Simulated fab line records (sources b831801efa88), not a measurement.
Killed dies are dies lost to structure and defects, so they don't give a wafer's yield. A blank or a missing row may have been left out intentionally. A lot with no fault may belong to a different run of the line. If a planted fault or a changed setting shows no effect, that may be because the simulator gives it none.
Matching of chambers	flow sky130	SKY_VIA3_CMP_24 on cmp-01 has 4 sister chambers
The step polishes, stops on SiO2, t overpolish 20 s, target thk 0 nm. 4 wafers are shown with their chamber, then 7 later ones without.

EACH WAFER AND ITS CHAMBER
wafer	chamber	motorCurrentA (A)
L544.4	0	10.0
L553.6	1	8.4
L554.3	2	11.1
L554.4	3	10.0

WAFERS WHOSE CHAMBER IS MISSING
wafer	motorCurrentA (A)
L554.6	10.0
L556.3	11.7
L556.5	10.2
L556.6	10.1
L559.1	10.1
L559.4	8.8
L559.5	8.9

EACH ONE'S CHAMBER
wafer	from the rows above	in truth
L554.6	can't be placed: 0 or 3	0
L556.3	2	2
L556.5	can't be placed: 0 or 3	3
L556.6	can't be placed: 0 or 3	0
L559.1	can't be placed: 0 or 3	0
L559.4	1	1
L559.5	can't be placed: 1 or 0 or 3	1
2 of 7 placed correctly. From these rows, 5 cannot be placed; in 5 the true chamber is one of the candidates. Placed wrongly: 0.
How it was worked out, from the rows above alone: a wafer's distance from a chamber is the root of the sum, over the readings, of the square of ((its reading less the chamber's mean) divided by the reading's scatter). If the next closest chamber is less than 2 further off than the closest, the wafer can't be placed; otherwise it belongs to the closest. The mean given for a chamber averages the wafers shown for that chamber. The scatter: with one shown wafer a chamber, the root of the mean of the squares of how far each hidden wafer lies from its nearest shown one.
